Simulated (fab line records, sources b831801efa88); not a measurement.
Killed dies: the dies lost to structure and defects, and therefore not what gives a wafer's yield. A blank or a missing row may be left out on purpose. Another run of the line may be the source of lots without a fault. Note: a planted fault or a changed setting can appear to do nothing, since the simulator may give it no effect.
Chamber matching || flow gf180mcu || cmp-01 running GF_V3_CMP_26: 4 sister chambers
The step polishes, stops on SiO2, t overpolish 15.98 s, target thk 0 nm. 8 wafers are shown with their chamber, then 12 later ones without.

EACH WAFER AND ITS CHAMBER
{"wafer": "L088.2", "chamber": 0, "motor_current_A (A)": 9.7, "overpolish_run_s (s)": 15.978}
{"wafer": "L090.5", "chamber": 3, "motor_current_A (A)": 9.1, "overpolish_run_s (s)": 15.981}
{"wafer": "L090.3", "chamber": 0, "motor_current_A (A)": 9.8, "overpolish_run_s (s)": 15.984}
{"wafer": "L090.4", "chamber": 1, "motor_current_A (A)": 10.4, "overpolish_run_s (s)": 15.986}
{"wafer": "L090.6", "chamber": 2, "motor_current_A (A)": 10.6, "overpolish_run_s (s)": 15.986}
{"wafer": "L091.1", "chamber": 3, "motor_current_A (A)": 9.6, "overpolish_run_s (s)": 15.988}
{"wafer": "L091.5", "chamber": 1, "motor_current_A (A)": 10.8, "overpolish_run_s (s)": 15.987}
{"wafer": "L091.6", "chamber": 2, "motor_current_A (A)": 10.3, "overpolish_run_s (s)": 15.974}

WAFERS WITHOUT THEIR CHAMBER
{"wafer": "L092.1", "motor_current_A (A)": 8.6, "overpolish_run_s (s)": 15.974}
{"wafer": "L092.2", "motor_current_A (A)": 10.3, "overpolish_run_s (s)": 15.994}
{"wafer": "L092.5", "motor_current_A (A)": 9.5, "overpolish_run_s (s)": 15.980}
{"wafer": "L094.1", "motor_current_A (A)": 11.0, "overpolish_run_s (s)": 15.972}
{"wafer": "L094.2", "motor_current_A (A)": 10.1, "overpolish_run_s (s)": 15.967}
{"wafer": "L094.3", "motor_current_A (A)": 10.6, "overpolish_run_s (s)": 15.994}
{"wafer": "L095.1", "motor_current_A (A)": 9.7, "overpolish_run_s (s)": 15.983}
{"wafer": "L095.3", "motor_current_A (A)": 10.9, "overpolish_run_s (s)": 15.988}
{"wafer": "L095.4", "motor_current_A (A)": 10.3, "overpolish_run_s (s)": 15.982}
{"wafer": "L096.1", "motor_current_A (A)": 9.6, "overpolish_run_s (s)": 15.986}
{"wafer": "L096.2", "motor_current_A (A)": 10.1, "overpolish_run_s (s)": 15.970}
{"wafer": "L096.4", "motor_current_A (A)": 9.4, "overpolish_run_s (s)": 15.981}

WHICH CHAMBER EACH ONE RAN IN
{"wafer": "L092.1", "from the rows above": "can't be placed: 3 or 0", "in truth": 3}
{"wafer": "L092.2", "from the rows above": "can't be placed: 1 or 2 or 0", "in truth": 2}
{"wafer": "L092.5", "from the rows above": "can't be placed: 0 or 3", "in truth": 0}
{"wafer": "L094.1", "from the rows above": "can't be placed: 2 or 1", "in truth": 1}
{"wafer": "L094.2", "from the rows above": "can't be placed: 2 or 0 or 1 or 3", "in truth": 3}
{"wafer": "L094.3", "from the rows above": "can't be placed: 1 or 2", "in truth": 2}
{"wafer": "L095.1", "from the rows above": "can't be placed: 0 or 3", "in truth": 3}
{"wafer": "L095.3", "from the rows above": "can't be placed: 1 or 2", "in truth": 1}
{"wafer": "L095.4", "from the rows above": "can't be placed: 2 or 1 or 0", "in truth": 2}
{"wafer": "L096.1", "from the rows above": "can't be placed: 3 or 0", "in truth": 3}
{"wafer": "L096.2", "from the rows above": "can't be placed: 2 or 0 or 1 or 3", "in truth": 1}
{"wafer": "L096.4", "from the rows above": "can't be placed: 3 or 0", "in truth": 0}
0 of 12 placed correctly. These rows do not allow placing 12 (true chamber among the candidates in 12). Wrongly placed: 0.
How it was worked out, from the rows above alone: a wafer's distance from a chamber is the root of the sum, over the readings, of the square of ((its reading less the chamber's mean) divided by the reading's scatter). The wafer belongs to the nearest chamber; if the next one is less than 2 further off, it can't be placed. For every chamber, the mean is computed from those of its wafers that are shown. The scatter is the square root of a quotient: the sum, over the shown wafers, of each reading's squared deviation from its chamber's mean, divided by wafers minus chambers.
